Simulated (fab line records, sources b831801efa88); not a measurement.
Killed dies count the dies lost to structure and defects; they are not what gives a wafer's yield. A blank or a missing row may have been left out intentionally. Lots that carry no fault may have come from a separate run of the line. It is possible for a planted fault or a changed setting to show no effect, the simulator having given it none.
Which of the tools did it? ; flow gf180mcu ; 12 lots, 36 wafers sampled, at 5 steps of a route of 602

== WHAT THE GAUGES SHOWED, per wafer ==
GF_STI_CD_MEAS_12: target cd 220 nm.
lot;measured;on;cdNm (nm)
L719;day 2 02:50;cdSem-02;219.4 220.8 221.3
L720;day 2 07:29;cdSem-02;220.2 219.6 221.6
L721;day 2 11:38;cdSem-01;221.1 220.3 219.8
L722;day 2 18:07;cdSem-02;220.3 219.0 220.3
L723;day 2 22:50;cdSem-02;221.2 220.5 222.1
L724;day 3 04:11;cdSem-01;220.9 220.8 220.3
L725;day 3 08:19;cdSem-02;221.2 219.7 219.5
L731;day 4 13:32;cdSem-01;222.0 221.5 223.0
L732;day 4 18:59;cdSem-01;220.7 220.8 220.2
L736;day 5 16:40;cdSem-02;220.8 220.4 221.0
L738;day 6 02:29;cdSem-01;218.4 218.2 218.9
L739;day 6 07:43;cdSem-01;220.4 219.9 219.0

GF_STI_THK_MEAS_30.
lot;measured;on;STI_OXIDATION_02_THK (nm)
L719;day 2 07:45;filmMetro-04;9.99 9.96 9.99
L720;day 2 11:53;filmMetro-02;10.11 10.06 10.08
L721;day 2 16:52;filmMetro-03;9.91 10.01 10.08
L722;day 3 00:00;filmMetro-02;9.95 10.00 9.97
L723;day 3 05:43;filmMetro-04;10.01 10.09 9.92
L724;day 3 12:32;filmMetro-04;10.39 10.35 10.24
L725;day 3 17:36;filmMetro-04;10.13 10.09 10.09
L731;day 4 18:08;filmMetro-04;9.99 10.08 10.09
L732;day 4 23:21;filmMetro-04;9.97 9.93 9.85
L736;day 5 21:01;filmMetro-02;10.03 10.15 10.12
L738;day 6 08:56;filmMetro-04;9.77 9.89 9.84
L739;day 6 12:56;filmMetro-03;10.04 10.09 10.01

GF_VT_IMPLANT_RS_MEAS_47: uses a four-point probe to measure.
lot;measured;on;NWELL_RS (ohm/sq)
L719;day 7 13:28;filmMetro-03;488.6 487.5 487.4
L720;day 7 19:23;filmMetro-01;488.3 489.0 489.7
L721;day 8 01:14;filmMetro-01;488.4 488.5 488.3
L722;day 8 11:46;filmMetro-01;487.6 489.0 488.3
L723;day 8 19:11;filmMetro-03;490.2 488.6 488.6
L724;day 9 05:20;filmMetro-03;487.3 486.6 485.8
L725;day 9 12:48;filmMetro-02;488.3 488.4 488.1
L731;day 11 03:52;filmMetro-03;499.2 497.7 498.3
L732;day 11 08:06;filmMetro-02;499.0 498.5 499.1
L736;day 12 16:21;filmMetro-02;486.6 486.8 488.5
L738;day 13 08:28;filmMetro-03;487.0 486.7 488.2
L739;day 13 13:07;filmMetro-02;489.2 489.5 488.8

GF_POLY_GATE_THK_MEAS_01.
lot;measured;on;POLY_GATE_CVD_00_THK (nm)
L719;day 8 12:48;filmMetro-03;202.9 202.2 203.6
L720;day 8 18:16;filmMetro-04;202.0 201.8 202.3
L721;day 8 23:34;filmMetro-03;201.4 199.6 200.0
L722;day 9 14:28;filmMetro-04;203.4 201.1 203.4
L723;day 9 19:23;filmMetro-01;197.9 198.3 199.7
L724;day 10 04:50;filmMetro-04;200.8 198.0 199.5
L725;day 10 16:03;filmMetro-03;197.7 199.0 197.5
L731;day 12 07:36;filmMetro-01;200.0 199.9 200.2
L732;day 12 12:38;filmMetro-01;202.7 201.5 202.3
L736;day 13 19:37;filmMetro-01;198.1 199.7 197.9
L738;day 14 11:08;filmMetro-03;201.9 202.9 201.2
L739;day 14 16:02;filmMetro-04;201.1 200.3 200.7

== EACH LOT AND THE TOOL THAT RAN IT (in order: tool; ch and the chambers of the sampled wafers; start) ==
lot;GF_NWELL_IMPLANT_08
L719;implanter-03 ch 0, day 3 09:44
L720;implanter-04 ch 0, day 3 13:19
L721;implanter-01 ch 0, day 3 17:51
L722;implanter-01 ch 0, day 4 01:20
L723;implanter-01 ch 0, day 4 06:14
L724;implanter-03 ch 0, day 4 13:30
L725;implanter-01 ch 0, day 4 18:42
L731;implanter-04 ch 0, day 5 23:02
L732;implanter-04 ch 0, day 6 02:56
L736;implanter-03 ch 0, day 7 04:07
L738;implanter-01 ch 0, day 7 17:35
L739;implanter-01 ch 0, day 7 21:20
- GF_NWELL_IMPLANT_08

== AS READ BY THE TOOLS THEMSELVES (means over the sampled wafers that have a number; for cases with no such wafer, the mark the record gives instead) ==
GF_NWELL_IMPLANT_08.
lot;tool;beamEnergyKeV;faradayCurrentUA
L719;implanter-03;450.06;83.5
L720;implanter-04;449.99;84.3
L721;implanter-01;449.92;85.7
L722;implanter-01;449.96;84.1
L723;implanter-01;450.07;85.7
L724;implanter-03;449.86;84.0
L725;implanter-01;449.98;86.8
L731;implanter-04;398.40;85.1
L732;implanter-04;398.43;83.3
L736;implanter-03;450.13;85.8
L738;implanter-01;450.10;83.6
L739;implanter-01;449.91;86.0

== THE ANSWER, worked out from the rows above alone ==
Rule: the lots themselves supply what counts as usual. The widest of any qualifying gaps counts: lots, ordered by their means at a reading, are off when they make up no more than a third of the lots, leave a main group of 4 or more, and stand apart from it by 3 or more times the standard deviation of that group's means. The tables above print the reading to a certain number of digits; a main group whose means all agree to those digits is not used. Also off: a lot with no number at a reading for which 4 or more lots have one. All remaining lots with rows at the step are treated as sound. Order of review: gauges by route order, followed by the tools' own readings, for which a lot's mean as printed above is used. At the first step where some lot is off, the reading lying furthest off is the one used; lots without a number count as furthest.
Off: L731, L732, seen at GF_VT_IMPLANT_RS_MEAS_47 (NWELL_RS). Main group: mean 488.1 ohm/sq, sd 0.83.
If a tool, at a process step before that reading, ran all the lots that are off and no sound lot after the first of them, it fits. The gauges at GF_VT_IMPLANT_RS_MEAS_47 aren't tried: what is off there is off at GF_NWELL_IMPLANT_08 too, on other tools, and a gauge's error can't cause that. One fits: GF_NWELL_IMPLANT_08 on implanter-04. Its last sound lot is L720 (day 3 13:19), its first lot that is off L731 (day 5 23:02): a fault that began between those two fits.
The tool's own readings at GF_NWELL_IMPLANT_08 bear it out: on the lots that are off they differ by more than 5 times the standard deviation of the sound lots' means. beamEnergyKeV reads 398.41 there against 450.00 on the sound lots.

== WHAT THE SIMULATOR HAD INSERTED ==
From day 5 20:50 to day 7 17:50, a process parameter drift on implanter-04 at GF_NWELL_IMPLANT_08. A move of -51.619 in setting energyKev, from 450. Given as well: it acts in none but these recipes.
Struck lots among those shown: L731, L732. This agrees with what the rule above found.
